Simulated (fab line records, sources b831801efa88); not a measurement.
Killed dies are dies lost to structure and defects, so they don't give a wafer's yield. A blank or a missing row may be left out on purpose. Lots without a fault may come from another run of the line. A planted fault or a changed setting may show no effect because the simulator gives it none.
Which tool did it? | flow gf180mcu | 13 lots, 39 wafers sampled, at 6 steps of a route of 602

WHAT THE GAUGES READ, wafer by wafer
GF_STI_BOW_MEAS_00.
lot  | measured    | on            | INCOMING_BOW (um)
L421 | day 1 10:01 | film_metro-03 | 5 3 -6
L422 | day 1 15:00 | film_metro-02 | -6 10 -3
L423 | day 1 20:00 | film_metro-03 | 6 -7 -5
L424 | day 2 01:01 | film_metro-03 | -2 -4 -7
L425 | day 2 06:01 | film_metro-04 | 2 1 12
L426 | day 2 11:02 | film_metro-03 | 0 8 -6
L427 | day 2 16:02 | film_metro-04 | 7 1 -3
L430 | day 3 07:00 | film_metro-03 | 8 22 -10
L432 | day 3 17:00 | film_metro-02 | -4 -2 4
L436 | day 4 13:01 | film_metro-04 | 10 4 0
L437 | day 4 18:00 | film_metro-04 | 5 5 -7
L438 | day 4 23:00 | film_metro-02 | -6 1 4
L439 | day 5 04:04 | film_metro-04 | 5 -16 -7

GF_MVSD_TW_MEAS_11.
lot  | measured    | on            | MVSD_TW
L421 | day 4 11:24 | film_metro-03 | 1555 1543 1540
L422 | day 4 17:23 | film_metro-01 | 1577 1569 1571
L423 | day 4 23:22 | film_metro-03 | 1547 1546 1551
L424 | day 5 04:12 | film_metro-01 | 1579 1575 1571
L425 | day 5 11:21 | film_metro-04 | 1565 1566 1574
L426 | day 5 15:08 | film_metro-04 | 1563 1568 1566
L427 | day 5 20:10 | film_metro-04 | 1569 1574 1573
L430 | day 6 15:15 | film_metro-04 | 1571 1568 1568
L432 | day 7 04:12 | film_metro-01 | 1568 1560 1568
L436 | day 8 02:21 | film_metro-04 | 1680 1676 1687
L437 | day 8 06:32 | film_metro-03 | 1638 1646 1641
L438 | day 8 12:00 | film_metro-01 | 1678 1669 1683
L439 | day 8 17:41 | film_metro-03 | 1636 1644 1641

GF_VT_IMPLANT_RS_MEAS_46: measures by four-point-probe.
lot  | measured     | on            | MVSD_RS (ohm/sq)
L421 | day 7 13:52  | film_metro-03 | 455.1 458.0 456.9
L422 | day 7 21:41  | film_metro-03 | 456.2 456.9 456.3
L423 | day 8 05:12  | film_metro-03 | 456.7 455.2 455.3
L424 | day 8 08:24  | film_metro-03 | 456.2 456.6 456.5
L425 | day 8 16:41  | film_metro-03 | 459.1 458.6 458.8
L426 | day 8 21:41  | film_metro-03 | 457.3 456.4 456.3
L427 | day 9 03:11  | film_metro-01 | 454.2 455.0 454.4
L430 | day 10 00:44 | film_metro-03 | 455.8 456.3 456.0
L432 | day 10 16:46 | film_metro-04 | 458.5 459.6 456.9
L436 | day 11 18:11 | film_metro-04 | 476.9 477.2 475.9
L437 | day 11 23:24 | film_metro-01 | 475.1 475.3 475.9
L438 | day 12 05:38 | film_metro-04 | 479.0 479.2 478.5
L439 | day 12 13:23 | film_metro-04 | 478.1 479.0 478.8

GF_POLY_GATE_THK_MEAS_17.
lot  | measured     | on            | POLY_GATE_OXIDATION_THK (nm)
L421 | day 9 13:23  | film_metro-02 | 3.91 3.99 4.01
L422 | day 9 21:50  | film_metro-02 | 4.07 4.10 4.11
L423 | day 10 00:17 | film_metro-03 | 3.99 3.96 4.03
L424 | day 10 10:14 | film_metro-01 | 4.04 3.94 4.03
L425 | day 10 14:23 | film_metro-01 | 3.98 4.00 3.98
L426 | day 10 22:31 | film_metro-02 | 3.92 3.87 3.95
L427 | day 11 01:36 | film_metro-01 | 4.10 3.96 3.95
L430 | day 12 00:39 | film_metro-02 | 4.01 4.00 4.04
L432 | day 12 13:55 | film_metro-01 | 3.93 3.97 3.79
L436 | day 13 15:55 | film_metro-01 | 3.96 4.01 4.02
L437 | day 13 23:14 | film_metro-02 | 3.98 3.94 3.89
L438 | day 14 06:37 | film_metro-03 | 4.19 4.15 4.19
L439 | day 14 14:09 | film_metro-01 | 3.94 3.99 3.97

WHICH TOOL RAN EACH LOT (tool, then ch and the chambers of the sampled wafers, then the start)
lot  | GF_MVSD_IMPLANT_09             | GF_VT_IMPLANT_STRIP_20
L421 | implanter-03 ch 0, day 4 11:10 | plasma_asher-01 ch 0,1, day 6 06:30
L422 | implanter-04 ch 0, day 4 17:08 | plasma_asher-04 ch 0,1, day 6 14:16
L423 | implanter-01 ch 0, day 4 22:58 | plasma_asher-01 ch 0,1, day 6 20:20
L424 | implanter-04 ch 0, day 5 03:58 | plasma_asher-02 ch 0,1, day 7 00:20
L425 | implanter-04 ch 0, day 5 11:07 | plasma_asher-04 ch 1, day 7 08:14
L426 | implanter-04 ch 0, day 5 14:55 | plasma_asher-04 ch 0,1, day 7 13:17
L427 | implanter-03 ch 0, day 5 19:57 | plasma_asher-01 ch 0,1, day 7 18:38
L430 | implanter-01 ch 0, day 6 15:00 | plasma_asher-02 ch 0,1, day 8 14:11
L432 | implanter-03 ch 0, day 7 03:57 | plasma_asher-02 ch 0,1, day 9 04:37
L436 | implanter-03 ch 0, day 8 02:07 | plasma_asher-04 ch 1, day 10 04:58
L437 | implanter-03 ch 0, day 8 06:17 | plasma_asher-02 ch 0,1, day 10 10:30
L438 | implanter-04 ch 0, day 8 11:45 | plasma_asher-02 ch 1, day 10 15:58
L439 | implanter-01 ch 0, day 8 17:28 | plasma_asher-02 ch 0,1, day 10 22:33
- GF_MVSD_IMPLANT_09
- GF_VT_IMPLANT_STRIP_20: strips in O2/N2.

WHAT THE TOOLS THEMSELVES READ (means of the sampled wafers that have a number; where no wafer has one, the mark that the record gives instead)
GF_VT_IMPLANT_STRIP_20.
lot  | tool            | drypump_motor_current_A (A) | heater_power_w (W) | n2_flow_sccm (sccm) | oes_product_au (a.u.) | strip_time_to_endpoint_s (s)
L421 | plasma_asher-01 | 6.1                         | 335                | 299.8               | 0.715                 | 12.67
L422 | plasma_asher-04 | 6.3                         | 331                | 299.3               | 0.715                 | 12.61
L423 | plasma_asher-01 | 6.1                         | 334                | 300.1               | 0.715                 | 12.60
L424 | plasma_asher-02 | 5.5                         | 356                | 300.5               | 0.717                 | 12.59
L425 | plasma_asher-04 | 5.3                         | 311                | 299.6               | 0.715                 | 12.58
L426 | plasma_asher-04 | 5.8                         | 313                | 300.1               | 0.719                 | 12.59
L427 | plasma_asher-01 | 6.1                         | 329                | 299.4               | 0.719                 | 12.61
L430 | plasma_asher-02 | 5.8                         | 370                | 300.1               | 0.721                 | 12.61
L432 | plasma_asher-02 | 5.5                         | 361                | 300.4               | 0.714                 | 12.65
L436 | plasma_asher-04 | 5.3                         | 311                | 299.5               | 0.719                 | 12.59
L437 | plasma_asher-02 | 5.8                         | 361                | 299.7               | 0.719                 | 12.58
L438 | plasma_asher-02 | 6.3                         | 373                | 301.2               | 0.718                 | 12.58
L439 | plasma_asher-02 | 5.5                         | 360                | 300.8               | 0.719                 | 12.64

THE ANSWER, worked out from the rows above alone
Rule: what is usual is taken from the lots themselves. Put in order of their means at a reading, lots are off if they are a third of the lots or fewer, leave a main group of 4 or more, and stand apart from it by a gap of 3 or more times the standard deviation of the main group's means; of several such gaps the widest counts. A main group whose means are all the same, to the digits that the tables above print for the reading, isn't used. A lot without any number at a reading at which 4 lots or more have one is off too. The other lots that the step has rows for count as sound. The gauges are gone through in route order, then the tools' own readings, and for those a lot's mean is taken as printed above. The first step at which some lot is off is used, and at that step the reading that is off furthest; a lot without a number counts as furthest.
Off: L436, L437, L438, L439, at GF_MVSD_TW_MEAS_11 (MVSD_TW). The main group: mean 1565, standard deviation 9.9.
A tool fits if, at a process step before that reading, it ran every lot that is off, and no sound lot after the first of them. The gauges at GF_MVSD_TW_MEAS_11 are tried like those tools. None of those tried fits.

WHAT THE SIMULATOR HAD PUT IN
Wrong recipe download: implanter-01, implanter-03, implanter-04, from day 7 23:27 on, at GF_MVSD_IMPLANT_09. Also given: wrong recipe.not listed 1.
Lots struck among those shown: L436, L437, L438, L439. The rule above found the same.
